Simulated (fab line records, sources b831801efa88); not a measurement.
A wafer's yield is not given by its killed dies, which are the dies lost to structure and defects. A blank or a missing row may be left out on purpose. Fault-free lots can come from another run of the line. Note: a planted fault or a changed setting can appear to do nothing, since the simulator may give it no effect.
Struck lot and sound lot, side by side	flow sky130	16 out of 708 route steps
Sound: wafers L858.2, L858.3, L858.4. Struck: wafer L848.6 (L848.4, L848.5, from the same lot, were not struck and are left out); the cause is given at the end.
Each step with rows lists, per side, the tool, then ch with its chambers, then its first start. Under that, the readings that differ: sound wafers	struck wafers	difference of the means	sigmas: that difference in standard deviations of wafers without a fault.
alike: a reading whose means differ by less than 2 such deviations, as well as words and numbers matching on both sides. not compared: withheld readings; readings where some wafer has no value; bounds like >300 that might hide an equal value; numbers whose values overlap and for which the record gives no deviation.
The two part at a step that has a row with sigmas, a row that says differs or no value, or rows on one side only. Numbers that don't overlap but have no deviation are shown without sigmas and don't part them. Lack of a reading on every wafer of one side parts them only where that side has two or more wafers.

first, 4 steps without rows for these wafers: SKY_RES_XHIGH_EXPOSE_04 (exposes mask URPM, target cd 1270 nm); SKY_RES_XHIGH_PEB_05; SKY_RES_XHIGH_DEVELOP_06 (develop time 60 s); SKY_RES_XHIGH_IMPLANT_07.
SKY_RES_XHIGH_STRIP_08: strips in O2/N2.
  sound on plasmaAsher-01 ch 0,1, day 33 00:58; struck on plasmaAsher-03 ch 1, day 29 22:27
  alike: drypumpMotorCurrentA, oesProductAu, stripTimeToEndpointS
  not compared: rfHoursCounterH
SKY_RES_XHIGH_TW_MEAS_09:
  sound: filmMetro-01 at day 33 01:04; struck: filmMetro-01 at day 29 22:32
  alike: RES_XHIGH_TW
then, 6 steps without rows for these wafers: SKY_SD_N_DEHYDRATE_00 (time 60 s); SKY_SD_N_HMDS_01 (prime time 60 s); SKY_SD_N_COAT_02 (resist thk 1140 nm); SKY_SD_N_SOFTBAKE_03 (time 60 s); SKY_SD_N_EXPOSE_04 (exposes mask NSDM, target cd 380 nm); SKY_SD_N_PEB_05.
SKY_SD_N_DEVELOP_06: develop time 60 s.
  sound on lithoTrack-02 ch 0, day 34 02:59; struck on lithoTrack-03 ch 0, day 31 02:20
SKY_SD_N_CD_MEAS_07: the cd target is 380 nm.
  sound: cdSem-02 at day 34 03:08; struck: cdSem-02 at day 31 02:29
reading	sound	struck	difference	sigmas
cdNm (nm)	377.6 377.3 379.0	397.3	+19.3	+7
SKY_SD_N_OVL_MEAS_08:
  sound: overlay-02 at day 34 03:14; struck: overlay-01 at day 31 02:34
  alike: SD_N_OVL
-- the record jumps here: 17 days lie between the struck wafers' starts before and after (it left off in module SD_N and takes up again in module PAD_OPEN, whose first step shown is number 708 of the route) --
SKY_PAD_OPEN_PROBE_99:
  sound: prober-01 at day 50 04:47; struck: prober-01 at day 48 01:56
reading	sound	struck	difference	sigmas
killed_at_M4_up	3 1 1	6	+4	+2
killedAtFrontEnd	8 14 16	28	+15	+3
killedOpen	42 40 50	59	+15	+2
  alike: killed_at_M0_to_M3, killedAtContacts, killedAtOther, killedDies, killedShort

WHERE THEY PART
Last at SKY_PAD_OPEN_PROBE_99 as far as this record goes, first at SKY_SD_N_CD_MEAS_07.

WHY: what had been put in by the simulator
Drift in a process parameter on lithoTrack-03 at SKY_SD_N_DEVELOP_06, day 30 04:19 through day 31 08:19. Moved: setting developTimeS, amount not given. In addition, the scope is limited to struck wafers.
